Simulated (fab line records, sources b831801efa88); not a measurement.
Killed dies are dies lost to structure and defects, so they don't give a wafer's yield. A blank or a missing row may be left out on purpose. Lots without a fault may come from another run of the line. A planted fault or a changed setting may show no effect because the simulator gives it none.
Chamber matching | flow gf180mcu | GF_V5_CMP_04 on cmp-01: 4 sister chambers
The step polishes SiO2. 4 wafers are shown with their chamber, then 11 later ones without.

WAFERS WITH THEIR CHAMBER
wafer  | chamber | motor_current_A (A)
L551.1 | 1       | 11.0
L551.2 | 3       | 11.0
L551.5 | 0       | 10.4
L553.1 | 2       | 11.1

WAFERS WITHOUT THEIR CHAMBER
wafer  | motor_current_A (A)
L553.2 | 11.5
L553.5 | 10.8
L555.1 | 10.4
L555.2 | 11.5
L555.3 | 10.6
L557.1 | 10.8
L557.2 | 11.4
L557.4 | 11.6
L558.2 | 11.8
L558.5 | 10.8
L558.6 | 11.4

WHICH CHAMBER EACH WENT THROUGH
wafer  | from the rows above               | in truth
L553.2 | can't be placed: 2 or 1 or 3 or 0 | 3
L553.5 | can't be placed: 1 or 3 or 2 or 0 | 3
L555.1 | can't be placed: 0 or 1 or 3 or 2 | 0
L555.2 | can't be placed: 2 or 1 or 3 or 0 | 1
L555.3 | can't be placed: 0 or 1 or 3 or 2 | 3
L557.1 | can't be placed: 1 or 3 or 2 or 0 | 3
L557.2 | can't be placed: 2 or 1 or 3 or 0 | 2
L557.4 | can't be placed: 2 or 1 or 3 or 0 | 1
L558.2 | can't be placed: 2 or 1 or 3 or 0 | 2
L558.5 | can't be placed: 1 or 3 or 2 or 0 | 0
L558.6 | can't be placed: 2 or 1 or 3 or 0 | 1
Placed correctly: 0 of 11. Can't be placed from these rows: 11 (the true chamber is among the candidates in 11). Placed wrongly: 0.
How it was worked out, from the rows above alone: a wafer's distance from a chamber is the root of the sum, over the readings, of the square of ((its reading less the chamber's mean) divided by the reading's scatter). The wafer belongs to the nearest chamber; if the next one is less than 2 further off, it can't be placed. A chamber's mean is the mean of its shown wafers. The scatter: with one shown wafer a chamber, the root of the mean of the squares of how far each hidden wafer lies from its nearest shown one.
